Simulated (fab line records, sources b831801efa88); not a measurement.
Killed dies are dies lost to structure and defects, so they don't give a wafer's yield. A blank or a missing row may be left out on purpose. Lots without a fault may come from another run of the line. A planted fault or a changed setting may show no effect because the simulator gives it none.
A struck lot beside a sound one | flow gf180mcu | 19 steps out of a route of 602
Sound: wafers L545.1, L545.2, L545.3. Struck: wafers L546.1, L546.4, L546.5. The cause comes at the end.
At each step with rows: each side's tool, then ch and its chambers, then its first start. Under that, the readings that differ: sound wafers | struck wafers | difference of the means | sigmas: that difference in standard deviations of wafers without a fault.
alike: readings whose means differ by less than 2 such deviations, and words and numbers that are the same on both sides. not compared: withheld readings, readings that some wafer has no value for, bounds like >300 that may hide the same value, and numbers for which the record gives no deviation and whose values overlap.
The two part at a step that has a row with sigmas, a row that says differs or no value, or rows on one side only. Numbers that don't overlap but have no deviation are shown without sigmas and don't part them. A reading that every wafer of one side lacks parts them only if that side has two wafers or more.

first, 1 step without rows for these wafers: GF_V1_CMP_26 (polishes, stops on SiO2, t overpolish 15 s, target thk 0 nm).
GF_M2_SPUTTER_00: material Ti, target thk 37.5 nm, time 150 s.
  sound on pvd_sputter-02, day 19 08:47; struck on pvd_sputter-03, day 19 18:18
  alike: throttle_valve_pct
GF_M2_SPUTTER_01: material TiN, target thk 30 nm, time 25 s.
  sound on pvd_sputter-02, day 19 08:53; struck on pvd_sputter-03, day 19 18:24
  alike: throttle_valve_pct
then, 1 step without rows for these wafers: GF_M2_SPUTTER_02 (material AlCu, target thk 450 nm, time 23.9 s).
GF_M2_SPUTTER_03: material Ti, target thk 10 nm, time 6.7 s.
  sound on pvd_sputter-02, day 19 08:56; struck on pvd_sputter-03, day 19 18:28
  alike: throttle_valve_pct
GF_M2_SPUTTER_04: material TiN, target thk 50 nm, time 41.7 s.
  sound on pvd_sputter-02, day 19 08:58; struck on pvd_sputter-03, day 19 18:29
  alike: throttle_valve_pct
GF_M2_RS_MEAS_05: measures by four-point-probe.
  sound on film_metro-04, day 19 09:00; struck on film_metro-02, day 19 18:32
  alike: M2_ALCU_RS
GF_M2_THK_MEAS_06: measures by xrf.
  sound on film_metro-04, day 19 09:07; struck on film_metro-02, day 19 18:39
  alike: M2_ALCU_THK
then, 4 steps without rows for these wafers: GF_M2_DEHYDRATE_07 (time 60 s); GF_M2_HMDS_08 (prime time 60 s); GF_M2_COAT_09 (resist thk 1000 nm); GF_M2_SOFTBAKE_10 (time 60 s).
GF_M2_EXPOSE_11: exposes mask Metal2, target cd 280 nm.
  sound on krf_scanner-02 ch 0, day 19 20:56; struck on krf_scanner-02 ch 0, day 20 06:50
  alike: mask
then, 2 steps without rows for these wafers: GF_M2_PEB_12 (peb time 90 s); GF_M2_DEVELOP_13 (develop time 60 s).
GF_M2_CD_MEAS_14: target cd 280 nm.
  sound on cd_sem-02, day 20 08:35; struck on cd_sem-02, day 20 19:10
  reading    | sound             | struck            | difference | sigmas
  cd_nm (nm) | 280.4 281.1 281.5 | 228.8 191.6 247.6 | -58.3      | -39
  not compared: hold
GF_M2_OVL_MEAS_15:
  sound on overlay-01, day 20 08:42; struck on overlay-02, day 21 00:06
  reading | sound | struck                                                                     | difference                   | sigmas
  hold    | - - - | await_dispo/4.8h/release await_dispo/4.8h/release await_dispo/4.8h/release | no value on the sound wafers |
  alike: M2_OVL
GF_M2_METAL_ETCH_16: etches the open film in Cl2/BCl3, stops on SiO2, target depth 627.5 nm, time 104.6 s.
  sound on rie_metal-03 ch 0,1, day 20 08:44; struck on rie_metal-01 ch 0, day 21 00:08
  reading             | sound             | struck            | difference | sigmas
  model.M2.cd_nm (nm) | 290.8 284.2 284.8 | 223.5 187.5 242.8 | -68.7      |
  alike: drypump_motor_current_A, oes_product_au, rf_fwd_power_W, throttle_valve_pct
  not compared: rf_hours_counter_h
GF_M2_STRIP_17: strips in O2/N2.
  sound on plasma_asher-04 ch 0,1, day 20 08:51; struck on plasma_asher-01 ch 0,1, day 21 00:22
  alike: drypump_motor_current_A, heater_power_w, oes_product_au, strip_time_to_endpoint_s
  not compared: rf_hours_counter_h

WHERE THEY PART
First at GF_M2_CD_MEAS_14; last, within this record, at GF_M2_OVL_MEAS_15. Later steps at which nothing parts them and some readings are alike: GF_M2_METAL_ETCH_16, GF_M2_STRIP_17.

WHY: what the simulator had put in
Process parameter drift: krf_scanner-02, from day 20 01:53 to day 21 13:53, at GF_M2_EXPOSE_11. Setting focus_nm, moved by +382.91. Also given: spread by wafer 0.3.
